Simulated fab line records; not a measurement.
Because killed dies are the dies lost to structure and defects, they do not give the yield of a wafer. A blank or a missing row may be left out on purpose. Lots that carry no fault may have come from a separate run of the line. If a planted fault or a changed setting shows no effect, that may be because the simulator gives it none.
Comparing a struck lot with a sound one -- flow gf180mcu -- 14 out of 602 route steps
Sound: wafers L257.1, L257.3, L257.6. Wafers L262.2, L262.3, L262.6 were the ones struck. The cause is named last.
At each step with rows: each side's tool, then ch and its chambers, then its first start. Under that, the readings that differ: sound wafers -- struck wafers -- difference of the means -- sigmas: that difference in standard deviations of wafers without a fault.
alike: words and numbers the same on both sides, and readings whose means are apart by under 2 such deviations; not compared: readings that were withheld, readings missing a value for some wafer, numbers with overlapping values and no deviation given by the record, and bounds like >300 which may hide the same value.
A row with sigmas, a row that says differs or no value, or rows on one side alone: a step with any of these is where the two part. Numbers that have no deviation but don't overlap get no sigmas and don't part them. Lack of a reading on every wafer of one side parts them only where that side has two or more wafers.

GF_HV_LDD_CD_MEAS_31 targets a cd of 400 nm.
  sound: cd sem-01 at day 15 17:15; struck: cd sem-02 at day 17 14:05
  alike: cd nm
GF_HV_LDD_OVL_MEAS_32:
  sound: overlay-01 at day 15 17:22; struck: overlay-02 at day 17 14:11
  alike: HV_LDD_02_OVL
then, 4 steps without rows for these wafers: GF_HV_LDD_IMPLANT_33; GF_HV_LDD_IMPLANT_34; GF_HV_LDD_IMPLANT_35; GF_HV_LDD_IMPLANT_36.
GF_HV_LDD_STRIP_37: strips in O2/N2.
  sound on plasma asher-04 ch 0,1, day 15 18:01; struck on plasma asher-02 ch 0,1, day 17 14:49
  alike: drypump motor current A, heater power w, oes product au, strip time to endpoint s
  not compared: rf hours counter h
GF_HV_LDD_TW_MEAS_38:
  sound: film metro-01 at day 15 18:07; struck: film metro-01 at day 17 14:55
  alike: HV_LDD_3_TW
then, 4 steps without rows for these wafers: GF_HV_LDD_DEHYDRATE_39 (time 60 s); GF_HV_LDD_HMDS_40 (prime time 60 s); GF_HV_LDD_COAT_41 (resist thk 1000 nm); GF_HV_LDD_SOFTBAKE_42 (time 60 s).
GF_HV_LDD_EXPOSE_43: exposes mask Pplus HV AREA, target cd 400 nm.
  struck on iline stepper-01, day 18 02:58; sound on iline stepper-01 ch 0, day 16 05:09
  no value came back on the struck wafers for exposure dose mJ cm2, focus offset nm (nm), stage vel mm s (mm/s); on the sound wafers exposure dose mJ cm2 reads 139.85 140.02 139.80
reading,sound,struck,difference,sigmas
model.HV_LDD.overlay x nm (nm),-0.9079 -0.9079 -0.9079,0.8028 0.8028 0.8028,+1.7107,
  alike: mask
following that, these wafers have no rows for 1 step: GF_HV_LDD_PEB_44.

== WHERE THEY PART ==
GF_HV_LDD_EXPOSE_43 only, going by this record.

WHY: the cause the simulator had injected
Entire step skipped (iline stepper-01, GF_HV_LDD_EXPOSE_43), from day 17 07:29 onward. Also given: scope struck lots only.
